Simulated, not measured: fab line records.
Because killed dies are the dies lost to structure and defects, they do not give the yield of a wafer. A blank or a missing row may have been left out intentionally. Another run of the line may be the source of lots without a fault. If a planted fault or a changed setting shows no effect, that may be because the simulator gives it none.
A struck lot beside a sound one -- flow sky130 -- 16 out of 708 route steps
Sound: the wafers L856.1, L856.2, L856.3. The struck wafers were L864.1, L864.5, L864.6. The cause is given at the end.
For every step that has rows: the tool of each side, followed by ch and its chambers, followed by its first start. Under that, the readings that differ: sound wafers -- struck wafers -- difference of the means -- sigmas: that difference in standard deviations of wafers without a fault.
alike: same words and numbers on both sides, and readings whose means sit less than 2 such deviations apart. not compared: any withheld reading, any reading some wafer has no value for, any bound like >300 that may hide the same value, and any number with overlapping values for which the record gives no deviation.
Wherever a step has rows on one side only, a row that says differs or no value, or a row with sigmas, the two part there. Non-overlapping numbers with no deviation appear without sigmas and do not part them. A reading that every wafer of one side lacks parts them only if that side has two wafers or more.

first, 3 steps without rows for these wafers: SKY_LI_CONTACT_EXPOSE_09 (exposes mask LICM1, target cd 170 nm); SKY_LI_CONTACT_PEB_10; SKY_LI_CONTACT_DEVELOP_11 (develop time 60 s).
SKY_LI_CONTACT_CD_MEAS_12 targets a cd of 170 nm.
  sound on cd sem-01 at day 33 20:51; struck on cd sem-01 at day 36 12:27
  alike: cd nm
SKY_LI_CONTACT_OVL_MEAS_13:
  sound on overlay-01 at day 33 20:58; struck on overlay-01 at day 36 12:34
  alike: LI_CONTACT_OVL
SKY_LI_CONTACT_ETCH_14: etches BARC in N2/H2, stops on SiO2, time 45.9 s, target depth 60 nm.
  sound on rie diel-03 ch 1,2,3, day 33 21:01; struck on rie diel-02 ch 1,2,3, day 36 12:37
  alike: drypump motor current A, oes product au, throttle valve pct
  not compared: rf hours counter h
SKY_LI_CONTACT_ETCH_15: etches PSG in C4F8/O2/Ar, stops on Si, target depth 600 nm.
  sound on rie diel-03 ch 1,2,3, day 33 21:03; struck on rie diel-02 ch 1,2,3, day 36 12:39
  alike: oes product au
SKY_LI_CONTACT_STRIP_16: strips in O2/N2.
  sound on plasma asher-01 ch 0,1, day 33 21:08; struck on plasma asher-03 ch 0,1, day 36 12:44
  alike: drypump motor current A, oes product au, strip time to endpoint s
  not compared: rf hours counter h
then, 2 steps without rows for these wafers: SKY_LI_CONTACT_CLEAN_17 (cleans in NMP, time 600 s); SKY_LI_CONTACT_PRE_CLEAN_18 (time 5.6 s).
SKY_LI_CONTACT_SPUTTER_19: material Ti, target thk 20 nm, time 106.37 s.
  sound on pvd sputter-04 at day 33 21:26; struck on pvd sputter-04 at day 36 13:02
  alike: throttle valve pct
SKY_LI_CONTACT_SPUTTER_20: material TiN, target thk 20 nm, time 80 s.
  sound on pvd sputter-04 at day 33 21:30; struck on pvd sputter-04 at day 36 13:06
  alike: throttle valve pct
SKY_LI_CONTACT_CVD_21: deposits W, target thk 400 nm, time 120.56 s.
  sound on cvd w-01 ch 0,1, day 33 21:34; struck on cvd w-02 ch 0,1, day 36 13:10
reading,sound,struck,difference,sigmas
model.W_of_LI_CONTACT_CVD_21.thk nm (nm),397.8 400.7 400.6,451.1 448.5 447.6,+49.4,
  alike: heater power outer w, heater power w, susceptor temp C
SKY_LI_CONTACT_RS_MEAS_22: uses a four-point probe to measure.
  sound on film metro-03 at day 33 21:41; struck on film metro-03 at day 36 13:35
reading,sound,struck,difference,sigmas
LI_CONTACT_W_RS (ohm/sq),0.287 0.284 0.284,0.253 0.254 0.254,-0.031,-9
  not compared: hold
SKY_LI_CONTACT_THK_MEAS_23: measures by xrf.
  sound on film metro-03 at day 33 21:49; struck on film metro-03 at day 36 16:57
reading,sound,struck,difference,sigmas
LI_CONTACT_W_THK (nm),407 413 409,463 458 460,+51,+10
  not compared: hold
-- a jump in the record: the struck wafers' starts before and after are 15 days apart (it breaks off in module LI_CONTACT and resumes in module PAD_OPEN, where the first step shown is number 708 of the route) --
SKY_PAD_OPEN_PROBE_99:
  sound on prober-01 at day 49 14:58; struck on prober-01 at day 51 13:28
  alike: killed_at_M0_to_M3, killed_at_M4_up, killed at contacts, killed at front end, killed at other, killed dies, killed open, killed short

== WHERE THEY PART ==
Earliest at SKY_LI_CONTACT_RS_MEAS_22; latest, in this record, at SKY_LI_CONTACT_THK_MEAS_23. Later steps at which nothing parts them and some readings are alike: SKY_PAD_OPEN_PROBE_99.

WHY: the cause the simulator had injected
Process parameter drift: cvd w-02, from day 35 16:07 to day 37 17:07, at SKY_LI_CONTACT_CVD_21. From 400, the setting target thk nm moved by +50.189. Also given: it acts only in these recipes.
